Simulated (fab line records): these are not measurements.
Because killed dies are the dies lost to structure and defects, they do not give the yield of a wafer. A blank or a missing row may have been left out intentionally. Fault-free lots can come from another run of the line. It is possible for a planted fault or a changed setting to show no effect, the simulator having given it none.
fab line records / flow sky130 / part 2 of 2: steps 44 to 44 of 44
[record] lots = 6 wafers = 18 last-day = 50
route steps=708 shown VIA2@522 METAL3@532 CAPM@537 PAD_OPEN@708
lots that met no fault: from a run of the same line without faults
start-h: hours from the record's first day to the start of the lot's first wafer shown / wait-h: hours from the lot's prior step to this one / " unchanged from the row above / L1.1+2: a row that stands for several wafers / - either no value or no given start / * or withheld: withheld / < > ~ a bound
route shown NAME@n: names a module that has steps shown in the file, with the first one's number in the route / usual: mean/standard deviation taken from wafers without a fault / same: alike in all rows / chamber/n: place in a boat / sites: the reading at each site / _std_site: their standard deviation / _edge_site: the outer-site mean with the inner-site mean subtracted / radius-mm: how far each site lies from the wafer's centre / mask NAME#n: copy n / behind: the most recent tool/chamber to have shaped the wafer / hold: why the lot went on hold/how many hours it stayed there/how the hold came to an end / device: the n, p or np transistor that did not switch / end of line: the same wafers' tests at the end of the route / a step with no rows: only its recipe / killed: count of dies lost to structure and defects at first sort (not the wafer's yield) / map: a wafer's dies, marking killed ones x, the rest . and places with no die _
set.NAME: the run value of the setting; set.NAME@STEP: its run value at that earlier step / model.NAME: the simulator's own value behind a step, which no gauge read
lots seen at some steps along the route; tables by step, rows by wafer
services: from which hour (start-h, from the record's first day; less than 0 if before it) a tool's chamber was out of use, for how many hours, and why
[[steps]]
[step SKY_PAD_OPEN_PROBE_99]
[usual] defect-limited-yield = 82.5/1.9 killed_at_M0_to_M3 = 42/6.9 killed_at_M4_up = 3.2/1.7 killed-at-contacts = 25/5.1 killed-at-front-end = 15/4.5 killed-at-other = 0.4/0.63 killed-dies = 86/9.3 killed-open = 46/7 killed-short = 39/6.9 sort_bin_3_pad_short = 0.9/0.45 sort_bin_5_function = 10.4/1.5 sort_bin_6_memory = 6.3/1.1 sort-n-pass = 406/9.3 sort-yield-pct = 82.5/1.9
[same] gross-dies = 492 killed-at-back-side = 0 sort_bin_4_leakage[%] = 0 sort_bin_8_speed[%] = 0
lot.wafer=L921.1 tool=prober-02 chamber=- start-h=1096.49 wait-h=0.1 defect-limited-yield[%]=79.7 killed_at_M0_to_M3=51 killed_at_M4_up=5 killed-at-contacts=26 killed-at-front-end=18 killed-at-other=0 killed-dies=100 killed-open=58 killed-short=42 sort_bin_3_pad_short[%]=1.2 sort_bin_5_function[%]=13.2 sort_bin_6_memory[%]=5.9 sort-n-pass=392 sort-yield-pct[%]=79.7 model.etest.met3.line-ohm-um=0.1415 model.etest.met3.rs-ohm-sq=0.04295
lot.wafer=L921.3 tool=prober-02 chamber=- start-h=1096.59 wait-h=0.2 defect-limited-yield[%]=79.7 killed_at_M0_to_M3=46 killed_at_M4_up=4 killed-at-contacts=31 killed-at-front-end=19 killed-at-other=0 killed-dies=100 killed-open=54 killed-short=46 sort_bin_3_pad_short[%]=0.2 sort_bin_5_function[%]=12.2 sort_bin_6_memory[%]=7.9 sort-n-pass=392 sort-yield-pct[%]=79.7 model.etest.met3.line-ohm-um=0.144 model.etest.met3.rs-ohm-sq=0.04265
lot.wafer=L921.6 tool=prober-02 chamber=- start-h=1096.74 wait-h=0.2 defect-limited-yield[%]=80.3 killed_at_M0_to_M3=49 killed_at_M4_up=3 killed-at-contacts=23 killed-at-front-end=21 killed-at-other=1 killed-dies=97 killed-open=52 killed-short=45 sort_bin_3_pad_short[%]=0.6 sort_bin_5_function[%]=12.0 sort_bin_6_memory[%]=7.1 sort-n-pass=395 sort-yield-pct[%]=80.3 model.etest.met3.line-ohm-um=0.1442 model.etest.met3.rs-ohm-sq=0.0427
lot.wafer=L923.2 tool=prober-02 chamber=- start-h=1113.02 wait-h=0.1 defect-limited-yield[%]=82.9 killed_at_M0_to_M3=38 killed_at_M4_up=5 killed-at-contacts=25 killed-at-front-end=15 killed-at-other=1 killed-dies=84 killed-open=51 killed-short=33 sort_bin_3_pad_short[%]=0.6 sort_bin_5_function[%]=11.4 sort_bin_6_memory[%]=5.1 sort-n-pass=408 sort-yield-pct[%]=82.9 model.etest.met3.line-ohm-um=0.1436 model.etest.met3.rs-ohm-sq=0.04299
lot.wafer=L923.3 tool=prober-02 chamber=- start-h=1113.07 wait-h=0.2 defect-limited-yield[%]=79.9 killed_at_M0_to_M3=52 killed_at_M4_up=4 killed-at-contacts=27 killed-at-front-end=16 killed-at-other=0 killed-dies=99 killed-open=56 killed-short=43 sort_bin_3_pad_short[%]=0.2 sort_bin_5_function[%]=13.8 sort_bin_6_memory[%]=6.1 sort-n-pass=393 sort-yield-pct[%]=79.9 model.etest.met3.line-ohm-um=0.1377 model.etest.met3.rs-ohm-sq=0.04197
lot.wafer=L923.5 tool=prober-02 chamber=- start-h=1113.17 wait-h=0.2 defect-limited-yield[%]=82.7 killed_at_M0_to_M3=41 killed_at_M4_up=4 killed-at-contacts=23 killed-at-front-end=16 killed-at-other=1 killed-dies=85 killed-open=50 killed-short=35 sort_bin_3_pad_short[%]=0.8 sort_bin_5_function[%]=9.8 sort_bin_6_memory[%]=6.7 sort-n-pass=407 sort-yield-pct[%]=82.7 model.etest.met3.line-ohm-um=0.1429 model.etest.met3.rs-ohm-sq=0.04322
lot.wafer=L934.3 tool=prober-02 chamber=- start-h=1171.82 wait-h=0.2 defect-limited-yield[%]=81.1 killed_at_M0_to_M3=53 killed_at_M4_up=2 killed-at-contacts=21 killed-at-front-end=16 killed-at-other=1 killed-dies=93 killed-open=55 killed-short=37 sort_bin_3_pad_short[%]=1.2 sort_bin_5_function[%]=11.2 sort_bin_6_memory[%]=6.5 sort-n-pass=399 sort-yield-pct[%]=81.1 model.etest.met3.line-ohm-um=0.1433 model.etest.met3.rs-ohm-sq=0.0427
lot.wafer=L934.4 tool=prober-02 chamber=- start-h=1171.87 wait-h=0.2 defect-limited-yield[%]=82.7 killed_at_M0_to_M3=47 killed_at_M4_up=1 killed-at-contacts=22 killed-at-front-end=15 killed-at-other=0 killed-dies=85 killed-open=56 killed-short=29 sort_bin_3_pad_short[%]=0.6 sort_bin_5_function[%]=12.0 sort_bin_6_memory[%]=4.7 sort-n-pass=407 sort-yield-pct[%]=82.7 model.etest.met3.line-ohm-um=0.1502 model.etest.met3.rs-ohm-sq=0.04414
lot.wafer=L934.6 tool=prober-02 chamber=- start-h=1171.97 wait-h=0.2 defect-limited-yield[%]=81.9 killed_at_M0_to_M3=39 killed_at_M4_up=7 killed-at-contacts=25 killed-at-front-end=18 killed-at-other=0 killed-dies=89 killed-open=47 killed-short=42 sort_bin_3_pad_short[%]=0.6 sort_bin_5_function[%]=9.8 sort_bin_6_memory[%]=7.7 sort-n-pass=403 sort-yield-pct[%]=81.9 model.etest.met3.line-ohm-um=0.1478 model.etest.met3.rs-ohm-sq=0.04437
lot.wafer=L937.4 tool=prober-01 chamber=- start-h=1187.30 wait-h=0.2 defect-limited-yield[%]=85.2 killed_at_M0_to_M3=43 killed_at_M4_up=0 killed-at-contacts=15 killed-at-front-end=15 killed-at-other=0 killed-dies=73 killed-open=44 killed-short=29 sort_bin_3_pad_short[%]=0.4 sort_bin_5_function[%]=9.1 sort_bin_6_memory[%]=5.3 sort-n-pass=419 sort-yield-pct[%]=85.2 model.etest.met3.line-ohm-um=0.1373 model.etest.met3.rs-ohm-sq=0.04281
lot.wafer=L937.5 tool=prober-01 chamber=- start-h=1187.35 wait-h=0.2 defect-limited-yield[%]=82.1 killed_at_M0_to_M3=46 killed_at_M4_up=3 killed-at-contacts=29 killed-at-front-end=10 killed-at-other=0 killed-dies=88 killed-open=48 killed-short=40 sort_bin_3_pad_short[%]=0.8 sort_bin_5_function[%]=9.8 sort_bin_6_memory[%]=7.3 sort-n-pass=404 sort-yield-pct[%]=82.1 model.etest.met3.line-ohm-um=0.1419 model.etest.met3.rs-ohm-sq=0.04355
lot.wafer=L937.6 tool=prober-01 chamber=- start-h=1187.40 wait-h=0.2 defect-limited-yield[%]=79.9 killed_at_M0_to_M3=45 killed_at_M4_up=3 killed-at-contacts=35 killed-at-front-end=16 killed-at-other=0 killed-dies=99 killed-open=58 killed-short=41 sort_bin_3_pad_short[%]=1.0 sort_bin_5_function[%]=12.2 sort_bin_6_memory[%]=6.9 sort-n-pass=393 sort-yield-pct[%]=79.9 model.etest.met3.line-ohm-um=0.1502 model.etest.met3.rs-ohm-sq=0.04562
lot.wafer=L941.1 tool=prober-02 chamber=- start-h=1206.99 wait-h=0.1 defect-limited-yield[%]=82.3 killed_at_M0_to_M3=39 killed_at_M4_up=2 killed-at-contacts=34 killed-at-front-end=11 killed-at-other=1 killed-dies=87 killed-open=39 killed-short=47 sort_bin_3_pad_short[%]=1.4 sort_bin_5_function[%]=10.8 sort_bin_6_memory[%]=5.5 sort-n-pass=405 sort-yield-pct[%]=82.3 model.etest.met3.line-ohm-um=0.153 model.etest.met3.rs-ohm-sq=0.04417
lot.wafer=L941.2 tool=prober-02 chamber=- start-h=1207.04 wait-h=0.1 defect-limited-yield[%]=82.3 killed_at_M0_to_M3=47 killed_at_M4_up=3 killed-at-contacts=29 killed-at-front-end=8 killed-at-other=0 killed-dies=87 killed-open=46 killed-short=41 sort_bin_3_pad_short[%]=0.8 sort_bin_5_function[%]=8.1 sort_bin_6_memory[%]=8.7 sort-n-pass=405 sort-yield-pct[%]=82.3 model.etest.met3.line-ohm-um=0.1482 model.etest.met3.rs-ohm-sq=0.04343
lot.wafer=L941.6 tool=prober-02 chamber=- start-h=1207.24 wait-h=0.2 defect-limited-yield[%]=86.0 killed_at_M0_to_M3=43 killed_at_M4_up=4 killed-at-contacts=11 killed-at-front-end=11 killed-at-other=0 killed-dies=69 killed-open=42 killed-short=27 sort_bin_3_pad_short[%]=0.6 sort_bin_5_function[%]=8.7 sort_bin_6_memory[%]=4.7 sort-n-pass=423 sort-yield-pct[%]=86.0 model.etest.met3.line-ohm-um=0.1508 model.etest.met3.rs-ohm-sq=0.04327
lot.wafer=L940.2 tool=prober-01 chamber=- start-h=1208.08 wait-h=0.1 defect-limited-yield[%]=81.3 killed_at_M0_to_M3=47 killed_at_M4_up=2 killed-at-contacts=30 killed-at-front-end=13 killed-at-other=0 killed-dies=92 killed-open=53 killed-short=39 sort_bin_3_pad_short[%]=1.4 sort_bin_5_function[%]=11.0 sort_bin_6_memory[%]=6.3 sort-n-pass=400 sort-yield-pct[%]=81.3 model.etest.met3.line-ohm-um=0.1398 model.etest.met3.rs-ohm-sq=0.0431
lot.wafer=L940.4 tool=prober-01 chamber=- start-h=1208.18 wait-h=0.2 defect-limited-yield[%]=82.7 killed_at_M0_to_M3=46 killed_at_M4_up=4 killed-at-contacts=28 killed-at-front-end=7 killed-at-other=0 killed-dies=85 killed-open=40 killed-short=45 sort_bin_3_pad_short[%]=1.6 sort_bin_5_function[%]=9.3 sort_bin_6_memory[%]=6.3 sort-n-pass=407 sort-yield-pct[%]=82.7 model.etest.met3.line-ohm-um=0.1386 model.etest.met3.rs-ohm-sq=0.04268
lot.wafer=L940.6 tool=prober-01 chamber=- start-h=1208.28 wait-h=0.2 defect-limited-yield[%]=80.5 killed_at_M0_to_M3=45 killed_at_M4_up=2 killed-at-contacts=27 killed-at-front-end=22 killed-at-other=0 killed-dies=96 killed-open=48 killed-short=48 sort_bin_3_pad_short[%]=1.2 sort_bin_5_function[%]=12.4 sort_bin_6_memory[%]=5.9 sort-n-pass=396 sort-yield-pct[%]=80.5 model.etest.met3.line-ohm-um=0.1402 model.etest.met3.rs-ohm-sq=0.04259
// killed by level:class
L921.1 VIA1:geometric-particle:open=16 LI_CONTACT:geometric-particle:open=10 VIA3:geometric-particle:open=9 CONTACT:geometric-particle:short=7 VIA2:geometric-particle:open=5 CONTACT:geometric-particle:open=5 METAL2:geometric-particle:short=5 METAL1:geometric-particle:short=5
L921.3 CONTACT:geometric-particle:open=13 VIA1:geometric-particle:open=12 CONTACT:geometric-particle:short=8 POLY_GATE:geometric-particle:open=5 METAL1:geometric-particle:short=5 METAL2:geometric-particle:short=5 VIA2:geometric-particle:open=5 VIA3:geometric-particle:open=5
L921.6 VIA1:geometric-particle:open=11 LI_CONTACT:geometric-particle:open=10 FIELD_ISO:geometric-particle:open=6 CONTACT:geometric-particle:open=6 METAL2:geometric-particle:short=6 POLY_GATE:geometric-particle:short=5 METAL1:geometric-particle:short=5 VIA1:geometric-particle:short=4
L923.2 CONTACT:geometric-particle:open=9 LI_CONTACT:geometric-particle:open=8 VIA1:geometric-particle:open=7 VIA2:geometric-particle:open=7 VIA3:geometric-particle:open=7 POLY_GATE:geometric-particle:open=6 FIELD_ISO:geometric-particle:short=4 CONTACT:geometric-particle:short=4
L923.3 CONTACT:geometric-particle:open=13 VIA1:geometric-particle:open=11 VIA3:geometric-particle:open=10 VIA1:geometric-particle:short=7 METAL2:geometric-particle:short=7 VIA2:geometric-particle:open=7 LI_CONTACT:geometric-particle:open=6 METAL1:geometric-particle:short=5
L923.5 LI_CONTACT:geometric-particle:open=10 VIA2:geometric-particle:open=9 METAL2:geometric-particle:short=8 CONTACT:geometric-particle:open=7 POLY_GATE:geometric-particle:open=6 VIA3:geometric-particle:open=6 FIELD_ISO:geometric-particle:short=5 VIA1:geometric-particle:open=5
L934.3 VIA2:geometric-particle:open=11 LI_CONTACT:geometric-particle:open=10 VIA1:geometric-particle:open=9 CONTACT:geometric-particle:open=6 METAL3:geometric-particle:short=6 VIA3:geometric-particle:open=6 METAL2:geometric-particle:short=5 VIA3:geometric-particle:short=5
L934.4 CONTACT:geometric-particle:open=10 VIA1:geometric-particle:open=10 FIELD_ISO:geometric-particle:open=9 METAL2:geometric-particle:short=9 LI_CONTACT:geometric-particle:open=7 VIA2:geometric-particle:open=7 METAL1:geometric-particle:short=5 VIA3:geometric-particle:open=5
L934.6 VIA1:geometric-particle:open=15 CONTACT:geometric-particle:open=11 METAL2:geometric-particle:short=8 FIELD_ISO:geometric-particle:short=7 LI_CONTACT:geometric-particle:open=6 CONTACT:geometric-particle:short=5 METAL4:geometric-particle:short=5 VIA1:geometric-particle:short=5
L937.4 VIA2:geometric-particle:open=9 POLY_GATE:geometric-particle:open=8 VIA1:geometric-particle:open=7 VIA1:geometric-particle:short=6 CONTACT:geometric-particle:open=6 VIA3:geometric-particle:open=5 LI_CONTACT:geometric-particle:open=4 METAL2:geometric-particle:short=4
L937.5 VIA1:geometric-particle:open=12 METAL2:geometric-particle:short=8 LI_CONTACT:geometric-particle:open=7 CONTACT:geometric-particle:open=7 CONTACT:geometric-particle:short=7 VIA2:geometric-particle:open=6 VIA3:geometric-particle:open=6 METAL1:geometric-particle:short=5
L937.6 CONTACT:geometric-particle:open=15 VIA1:geometric-particle:open=15 LI_CONTACT:geometric-particle:open=7 FIELD_ISO:geometric-particle:short=6 CONTACT:geometric-particle:short=6 VIA3:geometric-particle:open=6 VIA2:geometric-particle:open=5 FIELD_ISO:geometric-particle:open=4
L941.1 CONTACT:geometric-particle:short=11 VIA1:geometric-particle:open=10 CONTACT:geometric-particle:open=9 METAL1:geometric-particle:short=8 LI_CONTACT:geometric-particle:short=5 VIA2:geometric-particle:open=5 LI_CONTACT:geometric-particle:open=4 LOCAL_INTERCONNECT:geometric-particle:short=4
L941.2 CONTACT:geometric-particle:open=13 VIA3:geometric-particle:short=8 VIA1:geometric-particle:open=7 CONTACT:geometric-particle:short=6 POLY_GATE:geometric-particle:open=5 VIA3:geometric-particle:open=5 LI_CONTACT:geometric-particle:open=4 LOCAL_INTERCONNECT:geometric-particle:short=4
L941.6 VIA1:geometric-particle:open=13 CONTACT:geometric-particle:open=7 METAL1:geometric-particle:short=7 VIA2:geometric-particle:open=5 VIA3:geometric-particle:open=5 FIELD_ISO:geometric-particle:open=3 POLY_GATE:geometric-particle:open=3 VIA3:geometric-particle:short=3
L940.2 VIA1:geometric-particle:open=15 CONTACT:geometric-particle:short=9 CONTACT:geometric-particle:open=8 METAL1:geometric-particle:short=8 LI_CONTACT:geometric-particle:open=7 VIA3:geometric-particle:open=6 VIA2:geometric-particle:open=4 POLY_GATE:geometric-particle:open=3
L940.4 VIA1:geometric-particle:open=12 LI_CONTACT:geometric-particle:open=7 CONTACT:geometric-particle:short=6 METAL1:geometric-particle:short=6 CONTACT:geometric-particle:open=6 LOCAL_INTERCONNECT:geometric-particle:short=6 VIA1:geometric-particle:short=6 METAL2:geometric-particle:short=6
L940.6 VIA1:geometric-particle:open=11 LOCAL_INTERCONNECT:geometric-particle:short=8 LI_CONTACT:geometric-particle:open=7 CONTACT:geometric-particle:short=7 METAL1:geometric-particle:short=7 POLY_GATE:geometric-particle:short=6 VIA3:geometric-particle:open=6 CONTACT:geometric-particle:open=5
[[services]]
tool=cmp-02 chamber=- start-h=854.05 hours=4.4 kind=pm
tool=rie-metal-04 chamber=1 start-h=866.54 hours=3.6 kind=repair
tool=rie-metal-02 chamber=- start-h=870.71 hours=1.4 kind=pm
tool=cvd-w-01 chamber=0 start-h=879.17 hours=3.1 kind=repair
tool=cvd-w-02 chamber=- start-h=890.65 hours=6.0 kind=pm
tool=rie-metal-04 chamber=1 start-h=891.65 hours=6.7 kind=repair
tool=pvd-sputter-03 chamber=- start-h=893.67 hours=2.5 kind=repair
tool=cvd-w-02 chamber=- start-h=904.00 hours=14.0 kind=pm
tool=cmp-01 chamber=- start-h=912.00 hours=4.0 kind=pm
tool=cvd-w-01 chamber=- start-h=918.00 hours=6.9 kind=pm
tool=cmp-01 chamber=- start-h=930.32 hours=1.3 kind=repair
tool=cmp-01 chamber=- start-h=940.29 hours=3.6 kind=repair
tool=cvd-w-02 chamber=1 start-h=943.79 hours=13.4 kind=repair
tool=rie-metal-01 chamber=0 start-h=951.56 hours=3.3 kind=repair
tool=cmp-02 chamber=- start-h=967.68 hours=1.8 kind=repair
tool=cmp-02 chamber=- start-h=980.76 hours=1.5 kind=repair
tool=cmp-02 chamber=- start-h=985.39 hours=1.1 kind=repair
tool=cvd-w-02 chamber=- start-h=988.63 hours=14.6 kind=pm
tool=cmp-02 chamber=- start-h=990.02 hours=0.4 kind=repair
tool=rie-metal-04 chamber=- start-h=997.80 hours=0.9 kind=repair
tool=pvd-sputter-01 chamber=- start-h=1002.54 hours=1.3 kind=repair
tool=rie-metal-01 chamber=0 start-h=1017.30 hours=3.6 kind=repair
tool=cmp-01 chamber=- start-h=1029.14 hours=3.4 kind=pm
tool=pvd-sputter-02 chamber=- start-h=1064.29 hours=6.9 kind=repair
[[key]]
[first-sign] step = SKY_METAL3_SPUTTER_02 reading = chamber-pressure-pa direction = up sigmas = 98 usual = 0.4000 struck = 0.4751
effect none on later readings
[model-effect] step = SKY_METAL3_SPUTTER_02 value = AlCu_of_METAL3_SPUTTER_02.thk-nm without = 729.2 struck = 701.1
[model-effect] step = SKY_METAL3_METAL_ETCH_18 value = etch.depth-nm without = 859 struck = 830.9
[model-effect] step = SKY_PAD_OPEN_PROBE_99 value = etest.met3.line-ohm-um without = 0.1436 struck = 0.1494
met-at SKY_METAL3_SPUTTER_02
struck-wafers L934.4,L934.6,L937.6
[fault] kind = process-parameter-drift tool = pvd-sputter-04 chamber = - onset-h = 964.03 steps = SKY_METAL3_SPUTTER_02 channel = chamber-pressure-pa offset = 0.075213 shape = step end-h = 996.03 acts-in = these-recipes-only stated = 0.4 scope = struck-wafers-only
